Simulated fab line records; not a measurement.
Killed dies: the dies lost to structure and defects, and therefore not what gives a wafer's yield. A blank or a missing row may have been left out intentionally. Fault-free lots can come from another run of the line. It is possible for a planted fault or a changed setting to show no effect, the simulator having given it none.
Which of the tools did it? :: flow gf180mcu :: 13 lots, 39 wafers sampled, at 4 steps of a route of 602

== WHAT THE GAUGES READ, wafer by wafer ==
GF_STI_THK_MEAS_02. Usual: STI_OXIDATION_THK gives 9.93 nm (standard deviation 0.22).
lot: L826
measured: day 1 16:34
on: film_metro-04
STI_OXIDATION_THK (nm): 9.64 9.57 9.55
flag: 

lot: L827
measured: day 1 21:50
on: film_metro-04
STI_OXIDATION_THK (nm): 10.09 10.17 10.22
flag: 

lot: L828
measured: day 2 02:31
on: film_metro-03
STI_OXIDATION_THK (nm): 9.73 9.81 9.67
flag: 

lot: L831
measured: day 2 17:31
on: film_metro-02
STI_OXIDATION_THK (nm): 10.20 9.82 10.18
flag: 

lot: L832
measured: day 2 22:37
on: film_metro-02
STI_OXIDATION_THK (nm): 10.15 10.37 10.07
flag: 

lot: L836
measured: day 3 19:17
on: film_metro-03
STI_OXIDATION_THK (nm): 9.96 9.98 9.91
flag: 

lot: L837
measured: day 3 23:31
on: film_metro-03
STI_OXIDATION_THK (nm): 9.78 9.82 9.83
flag: 

lot: L839
measured: day 4 09:32
on: film_metro-03
STI_OXIDATION_THK (nm): 10.12 10.08 10.06
flag: 

lot: L840
measured: day 4 14:31
on: film_metro-02
STI_OXIDATION_THK (nm): 10.12 10.13 10.10
flag: 

lot: L841
measured: day 4 19:31
on: film_metro-04
STI_OXIDATION_THK (nm): 10.10 10.07 10.02
flag: 

lot: L842
measured: day 5 02:44
on: film_metro-03
STI_OXIDATION_THK (nm): 10.02 9.89 9.99
flag: 

lot: L843
measured: day 5 07:11
on: film_metro-03
STI_OXIDATION_THK (nm): 9.55 9.84 9.68
flag: 

lot: L848
measured: day 6 06:31
on: film_metro-03
STI_OXIDATION_THK (nm): 9.69 9.65 9.58
flag: 

GF_DNWELL_TW_MEAS_09. Usual: DNWELL_TW gives 1347 (standard deviation 11).
lot: L826
measured: day 3 00:48
on: film_metro-02
DNWELL_TW: 1370 1369 1364
flag: 

lot: L827
measured: day 3 05:31
on: film_metro-01
DNWELL_TW: 1363 1360 1360
flag: 

lot: L828
measured: day 3 10:03
on: film_metro-03
DNWELL_TW: 1328 1340 1331
flag: 

lot: L831
measured: day 4 01:54
on: film_metro-01
DNWELL_TW: 1331 1341 1336
flag: 

lot: L832
measured: day 4 07:33
on: film_metro-01
DNWELL_TW: 1492 1499 1498
flag: OFF

lot: L836
measured: day 5 06:12
on: film_metro-01
DNWELL_TW: 1518 1517 1504
flag: OFF

lot: L837
measured: day 5 10:32
on: film_metro-03
DNWELL_TW: 1330 1331 1329
flag: 

lot: L839
measured: day 5 22:46
on: film_metro-01
DNWELL_TW: 1351 1342 1354
flag: 

lot: L840
measured: day 6 04:03
on: film_metro-01
DNWELL_TW: 1354 1348 1352
flag: 

lot: L841
measured: day 6 07:21
on: film_metro-03
DNWELL_TW: 1341 1342 1340
flag: 

lot: L842
measured: day 6 15:55
on: film_metro-01
DNWELL_TW: 1337 1346 1347
flag: 

lot: L843
measured: day 6 19:01
on: film_metro-02
DNWELL_TW: 1359 1356 1359
flag: 

lot: L848
measured: day 7 23:03
on: film_metro-02
DNWELL_TW: 1361 1354 1360
flag: 

GF_NWELL_OVL_MEAS_07. Usual: NWELL_OVL gives 0.6 nm (standard deviation 1.5).
lot: L826
measured: day 3 13:49
on: overlay-01
NWELL_OVL (nm): -1.0 1.0 -1.0
flag: 

lot: L827
measured: day 3 18:43
on: overlay-02
NWELL_OVL (nm): 3.8 2.1 1.1
flag: 

lot: L828
measured: day 3 23:10
on: overlay-02
NWELL_OVL (nm): -0.6 -0.3 -0.4
flag: 

lot: L831
measured: day 4 15:04
on: overlay-02
NWELL_OVL (nm): -1.6 -0.7 -1.3
flag: 

lot: L832
measured: day 4 21:37
on: overlay-02
NWELL_OVL (nm): -0.2 1.7 1.2
flag: 

lot: L836
measured: day 5 20:36
on: overlay-02
NWELL_OVL (nm): 0.1 0.7 -0.7
flag: 

lot: L837
measured: day 6 00:22
on: overlay-01
NWELL_OVL (nm): 1.6 -0.4 0.8
flag: 

lot: L839
measured: day 6 13:19
on: overlay-01
NWELL_OVL (nm): -0.9 -0.1 -0.4
flag: 

lot: L840
measured: day 6 19:22
on: overlay-01
NWELL_OVL (nm): 2.9 1.4 2.3
flag: 

lot: L841
measured: day 6 22:10
on: overlay-01
NWELL_OVL (nm): 1.7 1.9 1.4
flag: 

lot: L842
measured: day 7 07:10
on: overlay-02
NWELL_OVL (nm): 0.5 0.4 -1.0
flag: 

lot: L843
measured: day 7 10:29
on: overlay-01
NWELL_OVL (nm): 2.8 2.5 1.5
flag: 

lot: L848
measured: day 8 15:43
on: overlay-02
NWELL_OVL (nm): 0.3 -1.6 0.2
flag: 

== TOOL THAT RAN EACH LOT (tool first, then ch and the chambers of the sampled wafers, then the start) ==
lot: L826
GF_DNWELL_IMPLANT_07: implanter-02 ch 0, day 3 00:33

lot: L827
GF_DNWELL_IMPLANT_07: implanter-01 ch 0, day 3 05:16

lot: L828
GF_DNWELL_IMPLANT_07: implanter-02 ch 0, day 3 09:48

lot: L831
GF_DNWELL_IMPLANT_07: implanter-02 ch 0, day 4 01:39

lot: L832
GF_DNWELL_IMPLANT_07: implanter-02 ch 0, day 4 07:18

lot: L836
GF_DNWELL_IMPLANT_07: implanter-02 ch 0, day 5 05:57

lot: L837
GF_DNWELL_IMPLANT_07: implanter-04 ch 0, day 5 10:17

lot: L839
GF_DNWELL_IMPLANT_07: implanter-01 ch 0, day 5 22:31

lot: L840
GF_DNWELL_IMPLANT_07: implanter-04 ch 0, day 6 03:48

lot: L841
GF_DNWELL_IMPLANT_07: implanter-01 ch 0, day 6 07:06

lot: L842
GF_DNWELL_IMPLANT_07: implanter-01 ch 0, day 6 15:41

lot: L843
GF_DNWELL_IMPLANT_07: implanter-04 ch 0, day 6 18:48

lot: L848
GF_DNWELL_IMPLANT_07: implanter-01 ch 0, day 7 22:48
- GF_DNWELL_IMPLANT_07

== AS READ BY THE TOOLS THEMSELVES (means over the sampled wafers that have a number; for cases with no such wafer, the mark the record gives instead) ==
GF_DNWELL_IMPLANT_07. Usual: tilt_deg -0.003 degrees, standard deviation 0.022.
lot: L826
tool: implanter-02
tilt_deg (degrees): -0.038
flag: 

lot: L827
tool: implanter-01
tilt_deg (degrees): -0.020
flag: 

lot: L828
tool: implanter-02
tilt_deg (degrees): 0.017
flag: 

lot: L831
tool: implanter-02
tilt_deg (degrees): -0.011
flag: 

lot: L832
tool: implanter-02
tilt_deg (degrees): 7.592
flag: OFF

lot: L836
tool: implanter-02
tilt_deg (degrees): 7.616
flag: OFF

lot: L837
tool: implanter-04
tilt_deg (degrees): -0.002
flag: 

lot: L839
tool: implanter-01
tilt_deg (degrees): -0.022
flag: 

lot: L840
tool: implanter-04
tilt_deg (degrees): -0.003
flag: 

lot: L841
tool: implanter-01
tilt_deg (degrees): -0.016
flag: 

lot: L842
tool: implanter-01
tilt_deg (degrees): 0.004
flag: 

lot: L843
tool: implanter-04
tilt_deg (degrees): -0.006
flag: 

lot: L848
tool: implanter-01
tilt_deg (degrees): -0.008
flag: 

== THE ANSWER, worked out from the rows above alone ==
Rule: take the mean of a lot's wafers that have a number; if it is more than 3 standard deviations from the usual mean, the lot is off. A lot without any number at a reading at which 4 lots or more have one is off too. Any other lot the step has rows for is counted as sound. First the gauges in route order, then the tools' own readings, where a lot's mean is used as printed above. The first step at which some lot is off is used, and at that step the reading that is off furthest; a lot without a number counts as furthest.
Off: L832, L836, seen at GF_DNWELL_TW_MEAS_09 (DNWELL_TW).
If a tool, at a process step before that reading, ran all the lots that are off and no sound lot after the first of them, it fits. The gauges at GF_DNWELL_TW_MEAS_09 aren't tried: what is off there is off at GF_DNWELL_IMPLANT_07 too, on other tools, and a gauge's error can't cause that. One candidate fits, namely implanter-02 at GF_DNWELL_IMPLANT_07. Its last sound lot is L831 (day 4 01:39), its first lot that is off L832 (day 4 07:18): a fault that began between those two fits.
The tool's own readings at GF_DNWELL_IMPLANT_07 bear it out: on the lots that are off they differ by more than 5 times the standard deviation of the sound lots' means. tilt_deg reads 7.604 degrees there against -0.010 degrees on the sound lots.

== WHAT WAS PUT IN BY THE SIMULATOR ==
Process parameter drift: implanter-02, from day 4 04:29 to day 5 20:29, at GF_DNWELL_IMPLANT_07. From 0, the setting tilt_deg moved by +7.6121. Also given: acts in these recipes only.
Shown lots that were struck: L832, L836. Same finding as the rule above.
